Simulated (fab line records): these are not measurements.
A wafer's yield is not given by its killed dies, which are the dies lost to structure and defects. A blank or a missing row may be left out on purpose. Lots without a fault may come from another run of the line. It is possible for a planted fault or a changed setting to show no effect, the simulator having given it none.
The tool behind it: which one? + flow sky130 + 6 lots, 18 wafers sampled, at 2 steps of a route of 708

WHAT THE GAUGES SHOWED, per wafer
SKY_NWELL_OVL_MEAS_23.
| lot  | measured     | on         | NWELL_01_OVL (nm) |
|------|--------------|------------|-------------------|
| L569 | day 5 13:00  | overlay-02 | -0.4 -1.0 -1.1    |
| L572 | day 6 08:03  | overlay-02 | 1.7 3.9 2.9       |
| L580 | day 8 07:32  | overlay-02 | 175.0 175.2 174.3 |
| L582 | day 8 23:08  | overlay-02 | 0.1 0.8 -1.1      |
| L584 | day 9 07:39  | overlay-02 | 0.2 0.1 -0.6      |
| L588 | day 10 11:11 | overlay-01 | 2.1 1.9 3.5       |

WHICH TOOL RAN EACH LOT (tool, then ch and the chambers of the sampled wafers, then the start)
| lot  | SKY_NWELL_EXPOSE_20                 |
|------|-------------------------------------|
| L569 | iline stepper-01 ch 0, day 5 04:11  |
| L572 | iline stepper-01 ch 0, day 5 23:15  |
| L580 | iline stepper-02 ch 0, day 7 22:20  |
| L582 | iline stepper-01 ch 0, day 8 12:56  |
| L584 | iline stepper-01 ch 0, day 8 21:30  |
| L588 | iline stepper-01 ch 0, day 10 00:04 |
- SKY_NWELL_EXPOSE_20: exposes mask NWM COMPLEMENT, target cd 840 nm.

THE ANSWER, worked out from the rows above alone
Rule: what is usual is taken from the lots themselves. The widest of any qualifying gaps counts: lots, ordered by their means at a reading, are off when they make up no more than a third of the lots, leave a main group of 4 or more, and stand apart from it by 3 or more times the standard deviation of that group's means. Not used: any main group whose means are identical at the precision the tables above print for the reading. A lot without any number at a reading at which 4 lots or more have one is off too. Any other lot the step has rows for is counted as sound.
Off: L580, seen at SKY_NWELL_OVL_MEAS_23 (NWELL_01_OVL). The main group: mean 0.9 nm, standard deviation 1.5.
If a tool, at a process step before that reading, ran all the lots that are off and no sound lot after the first of them, it fits. Those tools and the gauges at SKY_NWELL_OVL_MEAS_23 are tried in the same way. One fits: iline stepper-02 at SKY_NWELL_EXPOSE_20. It ran no sound lot before its first lot that is off in this sample, so the start can't be narrowed down.

WHAT THE SIMULATOR PUT IN
Scanner matching overlay: iline stepper-02, from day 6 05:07 on, at SKY_NWELL_EXPOSE_20. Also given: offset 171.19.
Lots struck among those shown: L580. The rule above reached the same finding.
